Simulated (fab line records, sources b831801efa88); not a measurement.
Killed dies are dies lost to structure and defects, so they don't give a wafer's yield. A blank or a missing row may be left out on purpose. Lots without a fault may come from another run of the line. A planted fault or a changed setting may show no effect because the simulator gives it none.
Which tool did it? | flow sky130 | 6 lots, 18 wafers sampled, at 3 steps of a route of 708

WHAT THE GAUGES READ, wafer by wafer
SKY_LDD_HVN_OVL_MEAS_07.
lot  | measured     | on         | LDD_HVN_OVL (nm)
L736 | day 21 03:18 | overlay-01 | -2.2 0.5 -1.7
L738 | day 22 08:04 | overlay-01 | 0.7 2.5 0.0
L742 | day 23 23:48 | overlay-02 | -0.3 -0.1 1.2
L747 | day 25 05:21 | overlay-01 | -2.4 -1.9 -1.0
L749 | day 26 06:52 | overlay-01 | -0.6 -1.2 -2.5
L755 | day 28 03:38 | overlay-02 | 0.4 1.3 0.1

WHICH TOOL RAN EACH LOT (tool, then ch and the chambers of the sampled wafers, then the start)
lot  | SKY_FIELD_ISO_ETCH_17           | SKY_PWDE_IMPLANT_08
L736 | rie_si-01 ch 1,2, day 2 15:43   | implanter-02 ch 0, day 4 05:19
L738 | rie_si-01 ch 0,1, day 3 01:37   | implanter-03 ch 0, day 4 20:11
L742 | rie_si-01 ch 0,1,2, day 4 00:55 | implanter-02 ch 0, day 5 17:14
L747 | rie_si-01 ch 0,2,3, day 5 01:31 | implanter-04 ch 0, day 6 19:57
L749 | rie_si-02 ch 0,1,2, day 5 12:04 | implanter-04 ch 0, day 7 12:41
L755 | rie_si-01 ch 0,2,3, day 6 23:11 | implanter-02 ch 0, day 8 21:25
- SKY_FIELD_ISO_ETCH_17: etches Si in HBr/Cl2/O2, target depth 342 nm, time 97.7 s.
- SKY_PWDE_IMPLANT_08

THE ANSWER, worked out from the rows above alone
Rule: what is usual is taken from the lots themselves. Put in order of their means at a reading, lots are off if they are a third of the lots or fewer, leave a main group of 4 or more, and stand apart from it by a gap of 3 or more times the standard deviation of the main group's means; of several such gaps the widest counts. A main group whose means are all the same, to the digits that the tables above print for the reading, isn't used. A lot without any number at a reading at which 4 lots or more have one is off too. The other lots that the step has rows for count as sound.
No lot is off at any reading shown: from this, nothing can be told.

WHAT THE SIMULATOR HAD PUT IN
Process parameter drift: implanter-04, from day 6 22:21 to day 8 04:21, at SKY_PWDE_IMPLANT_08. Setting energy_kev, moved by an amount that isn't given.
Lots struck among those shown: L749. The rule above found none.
